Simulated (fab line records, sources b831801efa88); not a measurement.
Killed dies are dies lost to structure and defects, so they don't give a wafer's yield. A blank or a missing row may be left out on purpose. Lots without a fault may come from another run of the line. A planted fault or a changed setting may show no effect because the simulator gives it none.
Which tool did it? | flow gf180mcu | 12 lots, 36 wafers sampled, at 5 steps of a route of 602

WHAT THE GAUGES READ, wafer by wafer
GF_V4_THK_MEAS_03. Usual: V4_CVD_02_THK 853 nm, standard deviation 12.
lot  | measured     | on            | V4_CVD_02_THK (nm) | flag
L134 | day 23 19:41 | film_metro-02 | 841 840 857        |
L136 | day 24 08:53 | film_metro-04 | 863 839 861        |
L137 | day 24 21:39 | film_metro-03 | 840 861 850        |
L141 | day 26 05:54 | film_metro-04 | 845 857 865        |
L143 | day 26 17:31 | film_metro-02 | 831 855 851        |
L144 | day 27 12:51 | film_metro-03 | 837 862 847        |
L148 | day 28 10:55 | film_metro-03 | 857 875 841        |
L152 | day 29 12:38 | film_metro-04 | 862 848 852        |
L153 | day 29 15:37 | film_metro-04 | 856 823 839        |
L154 | day 29 23:13 | film_metro-04 | 852 855 859        |
L155 | day 30 06:20 | film_metro-02 | 834 854 853        |
L156 | day 30 14:16 | film_metro-02 | 820 848 829        |

GF_V5_OVL_MEAS_15. Usual: V5_OVL -5 nm, standard deviation 5.6.
lot  | measured     | on         | V5_OVL (nm) | flag
L134 | day 27 12:10 | overlay-02 | 4 -9 0      |
L136 | day 28 00:10 | overlay-01 | -17 -15 -8  |
L137 | day 28 11:04 | overlay-01 | -11 -12 -17 |
L141 | day 29 16:05 | overlay-01 | -2 -3 -14   |
L143 | day 30 03:37 | overlay-01 | 7 -5 -2     |
L144 | day 30 21:28 | overlay-01 | -18 -4 -14  |
L148 | day 31 16:46 | overlay-01 | -1 -7 -6    |
L152 | day 32 14:57 | overlay-01 | -2 -9 -12   |
L153 | day 32 16:54 | overlay-02 | -8 -12 -3   |
L154 | day 32 23:19 | overlay-02 | -3 -5 -11   |
L155 | day 33 06:47 | overlay-02 | -5 4 -5     |
L156 | day 33 11:50 | overlay-01 | 0 -2 -12    |

GF_TOP_METAL_CD_MEAS_14: target cd 440 nm. Usual: cd_nm 438.6 nm, standard deviation 2.5.
lot  | measured     | on        | cd_nm (nm)                          | flag
L134 | day 28 09:17 | cd_sem-02 | 436.5 433.6 432.5                   |
L136 | day 28 20:59 | cd_sem-01 | 439.8 439.5 440.0                   |
L137 | day 29 08:44 | cd_sem-02 | 442.6 440.9 441.6                   |
L141 | day 30 12:22 | cd_sem-02 | 440.7 441.3 441.3                   |
L143 | day 30 23:17 | cd_sem-01 | 444.1 441.5 442.2                   |
L144 | day 31 16:06 | cd_sem-01 | 443.1 441.4 441.9                   |
L148 | day 32 11:24 | cd_sem-01 | 440.6 439.9 442.7                   |
L152 | day 33 08:11 | cd_sem-02 | 440.7 438.2 438.6                   |
L153 | day 33 10:18 | cd_sem-02 | 415.2 414.4 414.6 415.2 414.4 415.1 | OFF
L154 | day 33 16:08 | cd_sem-02 | 412.3 413.4 413.2 412.3 413.2 413.0 | OFF
L155 | day 33 23:28 | cd_sem-02 | 438.1 439.1 436.5                   |
L156 | day 34 04:07 | cd_sem-01 | 435.5 435.8 435.7                   |

WHICH TOOL RAN EACH LOT (tool, then ch and the chambers of the sampled wafers, then the start)
lot  | GF_V4_SPUTTER_21             | GF_TOP_METAL_EXPOSE_11
L134 | pvd_sputter-02, day 24 19:13 | iline_stepper-02 ch 0, day 27 23:46
L136 | pvd_sputter-01, day 25 08:03 | iline_stepper-01 ch 0, day 28 12:00
L137 | pvd_sputter-01, day 25 19:55 | iline_stepper-02 ch 0, day 28 23:01
L141 | pvd_sputter-03, day 27 03:57 | iline_stepper-01 ch 0, day 30 03:29
L143 | pvd_sputter-02, day 27 15:31 | iline_stepper-01 ch 0, day 30 14:33
L144 | pvd_sputter-03, day 28 10:01 | iline_stepper-02 ch 0, day 31 07:34
L148 | pvd_sputter-01, day 29 07:47 | iline_stepper-01 ch 0, day 32 02:59
L152 | pvd_sputter-02, day 30 08:21 | iline_stepper-01 ch 0, day 33 00:41
L153 | pvd_sputter-01, day 30 11:01 | iline_stepper-02 ch 0, day 33 02:43
L154 | pvd_sputter-01, day 30 18:57 | iline_stepper-02 ch 0, day 33 09:05
L155 | pvd_sputter-02, day 31 01:19 | iline_stepper-01 ch 0, day 33 16:04
L156 | pvd_sputter-01, day 31 08:34 | iline_stepper-01 ch 0, day 33 21:15
- GF_V4_SPUTTER_21: material Ti, target thk 15 nm, time 80.02 s.
- GF_TOP_METAL_EXPOSE_11: exposes mask MetalTop, target cd 440 nm.

WHAT THE TOOLS THEMSELVES READ (means of the sampled wafers that have a number; where no wafer has one, the mark that the record gives instead)
GF_V4_SPUTTER_21. Usual: substrate_temp_c 200.00 C, standard deviation 0.17; throttle_valve_pct 29.9 %, standard deviation 1.1.
lot  | tool           | substrate_temp_c (C) | throttle_valve_pct (%) | flag
L134 | pvd_sputter-02 | 200.03               | 30.4                   |
L136 | pvd_sputter-01 | 200.12               | 28.4                   |
L137 | pvd_sputter-01 | 199.83               | 30.3                   |
L141 | pvd_sputter-03 | 200.09               | 29.9                   |
L143 | pvd_sputter-02 | 199.91               | 29.4                   |
L144 | pvd_sputter-03 | 199.92               | 30.1                   |
L148 | pvd_sputter-01 | 199.89               | 29.6                   |
L152 | pvd_sputter-02 | 199.80               | 30.1                   |
L153 | pvd_sputter-01 | 199.98               | 30.3                   |
L154 | pvd_sputter-01 | 200.02               | 30.2                   |
L155 | pvd_sputter-02 | 200.18               | 29.8                   |
L156 | pvd_sputter-01 | 199.97               | 30.2                   |

GF_TOP_METAL_EXPOSE_11. Usual: exposure_dose_mJ_cm2 171.2, standard deviation 1.3; reticle_temp_C 23.00 C, standard deviation 0.097.
lot  | tool             | exposure_dose_mJ_cm2 | reticle_temp_C (C) | flag
L134 | iline_stepper-02 | 172.4                | 22.96              |
L136 | iline_stepper-01 | 169.8                | 22.92              |
L137 | iline_stepper-02 | 172.4                | 22.98              |
L141 | iline_stepper-01 | 170.0                | 22.99              |
L143 | iline_stepper-01 | 169.7                | 23.02              |
L144 | iline_stepper-02 | 172.5                | 22.96              |
L148 | iline_stepper-01 | 170.2                | 23.01              |
L152 | iline_stepper-01 | 169.8                | 23.03              |
L153 | iline_stepper-02 | 187.7                | 23.02              | OFF
L154 | iline_stepper-02 | 187.3                | 22.99              | OFF
L155 | iline_stepper-01 | 170.0                | 23.04              |
L156 | iline_stepper-01 | 170.1                | 22.96              |

THE ANSWER, worked out from the rows above alone
Rule: a lot is off if the mean of its wafers that have a number lies more than 3 standard deviations from the usual mean. A lot without any number at a reading at which 4 lots or more have one is off too. The other lots that the step has rows for count as sound. The gauges are gone through in route order, then the tools' own readings, and for those a lot's mean is taken as printed above. The first step at which some lot is off is used, and at that step the reading that is off furthest; a lot without a number counts as furthest.
Off: L153, L154, at GF_TOP_METAL_CD_MEAS_14 (cd_nm).
A tool fits if, at a process step before that reading, it ran every lot that is off, and no sound lot after the first of them. The gauges at GF_TOP_METAL_CD_MEAS_14 aren't tried: what is off there is off at GF_TOP_METAL_EXPOSE_11 too, on other tools, and a gauge's error can't cause that. One fits: iline_stepper-02 at GF_TOP_METAL_EXPOSE_11. Its last sound lot is L144 (day 31 07:34), its first lot that is off L153 (day 33 02:43): a fault that began between those two fits.
The tool's own readings at GF_TOP_METAL_EXPOSE_11 bear it out: on the lots that are off they differ by more than 5 times the standard deviation of the sound lots' means. exposure_dose_mJ_cm2 reads 187.5 there against 170.7 on the sound lots.

WHAT THE SIMULATOR HAD PUT IN
Process parameter drift: iline_stepper-02, from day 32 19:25 on, at GF_TOP_METAL_EXPOSE_11. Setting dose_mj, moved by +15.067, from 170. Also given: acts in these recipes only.
Lots struck among those shown: L153, L154. The rule above found the same.
